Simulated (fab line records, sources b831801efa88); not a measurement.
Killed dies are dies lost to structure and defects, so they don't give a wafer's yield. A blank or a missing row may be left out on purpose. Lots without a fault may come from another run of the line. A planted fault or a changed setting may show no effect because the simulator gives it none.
Chamber matching | flow sky130 | SKY_LI_CONTACT_ETCH_15 on rie_diel-04: 4 sister chambers
The step etches PSG in C4F8/O2/Ar, stops on Si, target depth 600 nm. 8 wafers are shown with their chamber, then 8 later ones without.

WAFERS WITH THEIR CHAMBER
wafer  | chamber | oes_product_au (a.u.)
L078.6 | 3       | 0.835
L085.1 | 0       | 0.839
L085.2 | 2       | 0.835
L085.3 | 1       | 0.847
L085.4 | 3       | 0.837
L085.5 | 2       | 0.834
L085.6 | 1       | 0.842
L087.1 | 0       | 0.839

WAFERS WITHOUT THEIR CHAMBER
wafer  | oes_product_au (a.u.)
L087.2 | 0.838
L087.3 | 0.832
L087.4 | 0.837
L087.5 | 0.838
L087.6 | 0.841
L093.3 | 0.835
L093.5 | 0.832
L093.6 | 0.845

WHICH CHAMBER EACH WENT THROUGH
wafer  | from the rows above          | in truth
L087.2 | can't be placed: 0 or 3 or 2 | 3
L087.3 | can't be placed: 2 or 3      | 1
L087.4 | can't be placed: 3 or 0 or 2 | 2
L087.5 | can't be placed: 0 or 3 or 2 | 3
L087.6 | can't be placed: 0 or 1 or 3 | 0
L093.3 | can't be placed: 2 or 3 or 0 | 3
L093.5 | can't be placed: 2 or 3      | 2
L093.6 | 1                            | 1
Placed correctly: 1 of 8. Can't be placed from these rows: 7 (the true chamber is among the candidates in 6). Placed wrongly: 0.
How it was worked out, from the rows above alone: a wafer's distance from a chamber is the root of the sum, over the readings, of the square of ((its reading less the chamber's mean) divided by the reading's scatter). The wafer belongs to the nearest chamber; if the next one is less than 2 further off, it can't be placed. A chamber's mean is the mean of its shown wafers. The scatter: the root of (the sum of the squares of (reading less its chamber's mean) over the shown wafers, divided by (wafers less chambers)).
